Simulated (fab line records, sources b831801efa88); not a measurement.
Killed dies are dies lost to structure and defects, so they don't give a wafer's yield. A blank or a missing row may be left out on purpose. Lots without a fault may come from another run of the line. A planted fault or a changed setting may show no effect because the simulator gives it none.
fab line records | flow gf180mcu
record lots=13 wafers=39 last_day=34
route steps=602 shown POLY_GATE@174 PSD@255 SALICIDE@281 CONTACT@288
lots that met no fault: from a run of the same line without faults
start_h: hours from the record's first day to the start of the lot's first wafer shown | wait_h: hours since the lot's step before | " the same as in the row above | L1.1+2: a row that stands for several wafers | - no value, or no start given | * or withheld: withheld | < > ~ a bound
route shown NAME@n: a module of which the file shows steps, and the number in the route of the first | usual: mean/standard deviation of fault-free wafers | same: alike in all rows | chamber/n: place in a boat | sites: the reading at each site | _std_site: their standard deviation | _edge_site: outer sites' mean less inner sites' | radius_mm: how far each site lies from the wafer's centre | mask NAME#n: copy n | behind: the tool/chamber that last shaped the wafer | hold: why the lot was held/for how many hours/how that ended | device: the transistor (n, p or np) that didn't switch | end of line: the same wafers' tests at the end of the route | a step without rows: its recipe alone | killed: dies lost to structure and defects at the first sort, not the wafer's yield | map: a wafer's dies, x killed, . not, _ none there
set.NAME: the setting as run; set.NAME@STEP: as run at that earlier step | model.NAME: the simulator's own value behind a step, which no gauge read
steps of the route over a sample of lots; a table a step, a row a wafer
services: from which hour (start_h, from the record's first day; less than 0 if before it) a tool's chamber was out of use, for how many hours, and why
## steps
# step GF_POLY_GATE_THK_MEAS_17
# recipe reads=SiO2_of_POLY_GATE_OXIDATION_16
# usual POLY_GATE_OXIDATION_THK=3.94/0.11
# columns lot.wafer tool chamber start_h wait_h POLY_GATE_OXIDATION_THK[nm]
L619.3 film_metro-01 - 197.78 0.0 3.97
L619.5 " - " " 4.08
L619.6 " - " " 4.07
L620.1 film_metro-01 - 210.39 0.0 4.03
L620.3 " - " " 3.99
L620.4 " - " " 4.04
L621.2 film_metro-03 - 212.85 0.0 3.96
L621.3 " - " " 3.96
L621.6 " - " " 3.92
L624.1 film_metro-02 - 236.97 0.0 3.95
L624.3 " - " " 4.06
L624.4 " - " " 3.94
L626.3 film_metro-02 - 251.13 0.0 3.92
L626.5 " - " " 3.96
L626.6 " - " " 3.94
L627.3 film_metro-02 - 257.78 0.0 4.12
L627.5 " - " " 4.15
L627.6 " - " " 4.17
L628.1 film_metro-02 - 261.19 0.0 3.85
L628.3 " - " " 3.91
L628.6 " - " " 3.90
L630.1 film_metro-03 - 284.87 0.0 3.90
L630.4 " - " " 3.91
L630.5 " - " " 3.86
L631.3 film_metro-01 - 284.89 0.0 3.76
L631.4 " - " " 3.85
L631.6 " - " " 3.81
L637.3 film_metro-03 - 333.83 0.0 3.70
L637.4 " - " " 3.75
L637.6 " - " " 3.70
L639.2 film_metro-03 - 342.79 0.0 4.04
L639.3 " - " " 3.95
L639.4 " - " " 4.06
L640.2 film_metro-02 - 350.01 0.0 3.90
L640.5 " - " " 3.98
L640.6 " - " " 3.93
L642.2 film_metro-03 - 365.84 0.0 4.02
L642.5 " - " " 3.99
L642.6 " - " " 3.96
# step GF_PSD_CD_MEAS_07
# recipe target_cd_nm=400
# usual cd_nm=399.4/2.4
# columns lot.wafer tool chamber start_h wait_h cd_nm
L619.3 cd_sem-01 - 316.07 0.1 399.2
L619.5 " - " " 401.5
L619.6 " - " " 402.5
L620.1 cd_sem-02 - 329.17 0.1 398.9
L620.3 " - " " 398.7
L620.4 " - " " 398.2
L621.2 cd_sem-01 - 333.52 0.2 394.5
L621.3 " - " " 394.7
L621.6 " - " " 395.3
L624.1 cd_sem-02 - 361.25 0.1 399.2
L624.3 " - " " 400.4
L624.4 " - " " 396.5
L626.3 cd_sem-01 - 377.41 0.1 400.6
L626.5 " - " " 401.8
L626.6 " - " " 401.8
L627.3 cd_sem-01 - 385.56 0.1 399.4
L627.5 " - " " 399.6
L627.6 " - " " 400.0
L628.1 cd_sem-01 - 390.48 0.1 400.5
L628.3 " - " " 401.4
L628.6 " - " " 401.7
L630.1 cd_sem-01 - 420.68 0.1 394.7
L630.4 " - " " 392.1
L630.5 " - " " 395.1
L631.3 cd_sem-01 - 421.67 0.1 401.5
L631.4 " - " " 400.1
L631.6 " - " " 399.9
L637.3 cd_sem-01 - 477.39 0.1 401.5
L637.4 " - " " 402.7
L637.6 " - " " 402.4
L639.2 cd_sem-01 - 488.97 0.1 402.0
L639.3 " - " " 401.0
L639.4 " - " " 402.4
L640.2 cd_sem-01 - 495.57 0.1 400.7
L640.5 " - " " 400.3
L640.6 " - " " 398.7
L642.2 cd_sem-02 - 514.29 0.1 399.3
L642.5 " - " " 400.4
L642.6 " - " " 399.1
# step GF_SALICIDE_SPUTTER_03
# recipe material=TiN target_thk_nm=20 power_w=6500 time_s=16.7 chamber_pressure_pa=0.4
# usual chamber_pressure_pa=0.4000/0.00086 throttle_valve_pct=30.0/0.67
# columns lot.wafer tool chamber start_h wait_h chamber_pressure_pa throttle_valve_pct
L619.3 pvd_sputter-01 - 338.28 0.0 0.3997 28.9
L619.5 " - " " 0.4005 28.9
L619.6 " - " " 0.4004 28.7
L620.1 pvd_sputter-01 - 351.74 0.0 0.4006 29.0
L620.3 " - " " 0.3997 30.4
L620.4 " - " " 0.3983 28.8
L621.2 pvd_sputter-02 - 356.34 0.0 0.3997 31.0
L621.3 " - " " 0.4008 30.0
L621.6 " - " " 0.4011 30.8
L624.1 pvd_sputter-02 - 384.61 0.0 0.4016 31.0
L624.3 " - " " 0.3998 30.0
L624.4 " - " " 0.3997 30.0
L626.3 pvd_sputter-03 - 402.45 0.0 0.4010 29.0
L626.5 " - " " 0.4011 30.3
L626.6 " - " " 0.3994 29.4
L627.3 pvd_sputter-03 - 410.51 0.0 0.3995 30.4
L627.5 " - " " 0.3994 29.2
L627.6 " - " " 0.3994 30.4
L628.1 pvd_sputter-02 - 414.60 0.0 0.4002 31.3
L628.3 " - " " 0.4002 30.3
L628.6 " - " " 0.4006 30.0
L630.1 pvd_sputter-02 - 446.31 0.0 0.3998 29.7
L630.4 " - " " 0.4001 30.0
L630.5 " - " " 0.3989 31.2
L631.3 pvd_sputter-03 - 447.84 0.0 0.4018 30.2
L631.4 " - " " 0.3995 30.6
L631.6 " - " " 0.3995 30.5
L637.3 pvd_sputter-01 - 501.50 0.0 0.3999 30.3
L637.4 " - " " 0.3991 30.7
L637.6 " - " " 0.3990 28.8
L639.2 pvd_sputter-02 - 513.80 0.0 0.3989 29.7
L639.3 " - " " 0.3994 30.1
L639.4 " - " " 0.3997 30.2
L640.2 pvd_sputter-02 - 520.45 0.0 0.3991 30.2
L640.5 " - " " 0.4003 29.7
L640.6 " - " " 0.3999 31.0
L642.2 pvd_sputter-03 - 538.52 0.0 0.4010 29.2
L642.5 " - " " 0.4003 30.7
L642.6 " - " " 0.4008 30.5
# step GF_SALICIDE_THK_MEAS_05
# recipe thk_meas_gauge=xrf reads=TiN_of_SALICIDE_SPUTTER_03
# usual SALICIDE_TIN_THK=20.18/0.29
# columns lot.wafer tool chamber start_h wait_h SALICIDE_TIN_THK[nm]
L619.3 film_metro-02 - 338.45 0.1 20.31
L619.5 " - " " 19.94
L619.6 " - " " 20.15
L620.1 film_metro-01 - 351.89 0.1 19.76
L620.3 " - " " 20.31
L620.4 " - " " 20.29
L621.2 film_metro-03 - 356.50 0.1 20.64
L621.3 " - " " 20.28
L621.6 " - " " 20.86
L624.1 film_metro-02 - 384.76 0.1 20.27
L624.3 " - " " 20.20
L624.4 " - " " 20.54
L626.3 film_metro-02 - 402.62 0.1 20.59
L626.5 " - " " 20.27
L626.6 " - " " 20.68
L627.3 film_metro-03 - 410.68 0.1 19.92
L627.5 " - " " 20.26
L627.6 " - " " 19.94
L628.1 film_metro-01 - 414.75 0.1 20.45
L628.3 " - " " 19.99
L628.6 " - " " 20.27
L630.1 film_metro-02 - 446.46 0.1 20.65
L630.4 " - " " 19.92
L630.5 " - " " 20.51
L631.3 film_metro-02 - 448.01 0.1 20.24
L631.4 " - " " 19.99
L631.6 " - " " 19.81
L637.3 film_metro-01 - 501.67 0.1 20.10
L637.4 " - " " 18.07
L637.6 " - " " 20.05
L639.2 film_metro-03 - 513.96 0.1 20.49
L639.3 " - " " 19.97
L639.4 " - " " 20.42
L640.2 film_metro-01 - 520.61 0.1 19.74
L640.5 " - " " 20.03
L640.6 " - " " 20.47
L642.2 film_metro-01 - 538.70 0.1 20.16
L642.5 " - " " 20.13
L642.6 " - " " 20.04
# step GF_CONTACT_THK_MEAS_01
# recipe reads=SiO2_of_CONTACT_CVD_00
# usual CONTACT_CVD_00_THK=302/4.6
# columns lot.wafer tool chamber start_h wait_h CONTACT_CVD_00_THK[nm]
L619.3 film_metro-02 - 338.85 0.0 303
L619.5 " - " " 303
L619.6 " - " " 308
L620.1 film_metro-01 - 352.29 0.0 307
L620.3 " - " " 298
L620.4 " - " " 297
L621.2 film_metro-01 - 356.90 0.0 295
L621.3 " - " " 305
L621.6 " - " " 295
L624.1 film_metro-04 - 385.16 0.0 307
L624.3 " - " " 293
L624.4 " - " " 296
L626.3 film_metro-04 - 403.01 0.0 313
L626.5 " - " " 310
L626.6 " - " " 300
L627.3 film_metro-02 - 411.07 0.0 308
L627.5 " - " " 307
L627.6 " - " " 293
L628.1 film_metro-02 - 415.15 0.0 300
L628.3 " - " " 303
L628.6 " - " " 304
L630.1 film_metro-02 - 446.96 0.0 297
L630.4 " - " " 298
L630.5 " - " " 299
L631.3 film_metro-02 - 448.60 0.0 310
L631.4 " - " " 305
L631.6 " - " " 304
L637.3 film_metro-02 - 502.07 0.0 298
L637.4 " - " " 300
L637.6 " - " " 300
L639.2 film_metro-01 - 514.65 0.0 307
L639.3 " - " " 298
L639.4 " - " " 297
L640.2 film_metro-02 - 521.10 0.0 298
L640.5 " - " " 300
L640.6 " - " " 299
L642.2 film_metro-02 - 539.10 0.0 303
L642.5 " - " " 298
L642.6 " - " " 301
## services
# columns tool chamber start_h hours kind
pvd_sputter-02 0 330.45 - consumable_replace:kit
pvd_sputter-02 0 330.45 18.0 scheduled_down
pvd_sputter-02 0 330.45 18.0 vent_cycle
pvd_sputter-03 3 405.51 - consumable_replace:kit
pvd_sputter-03 3 405.51 18.0 scheduled_down
pvd_sputter-03 3 405.51 18.0 vent_cycle
pvd_sputter-01 0 443.48 - consumable_replace:kit
pvd_sputter-01 0 443.48 18.0 scheduled_down
pvd_sputter-01 0 443.48 18.0 vent_cycle
pvd_sputter-03 - 467.82 54.3 repair
pvd_sputter-03 - 482.85 2.1 repair
## key
first_sign step=GF_SALICIDE_THK_MEAS_05 reading=SALICIDE_TIN_THK direction=down sigmas=7.2 usual=20.18 struck=18.07
effect none on later readings
met_at GF_SALICIDE_SPUTTER_03
struck_lots L637
struck_wafers L637.4
tester_left_out L637
not_acting_at GF_POLY_GATE_THK_MEAS_17,GF_PSD_CD_MEAS_07,GF_CONTACT_THK_MEAS_01
onset_between 351.74 501.50
fault kind=process_parameter_drift tool=pvd_sputter-01 chamber=- onset_h=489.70 steps=GF_SALICIDE_SPUTTER_03 channel=time_s offset=* shape=step end_h=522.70 acts_in=* stated=* scope=struck_wafers_only
# tester_left_out: of these lots the tester's yield and bins aren't shown, on N5 and GAA mostly nor the transistor test; their killed dies are dies lost to structure and defects alone, not to doping, threshold or leakage, so they don't give the yield
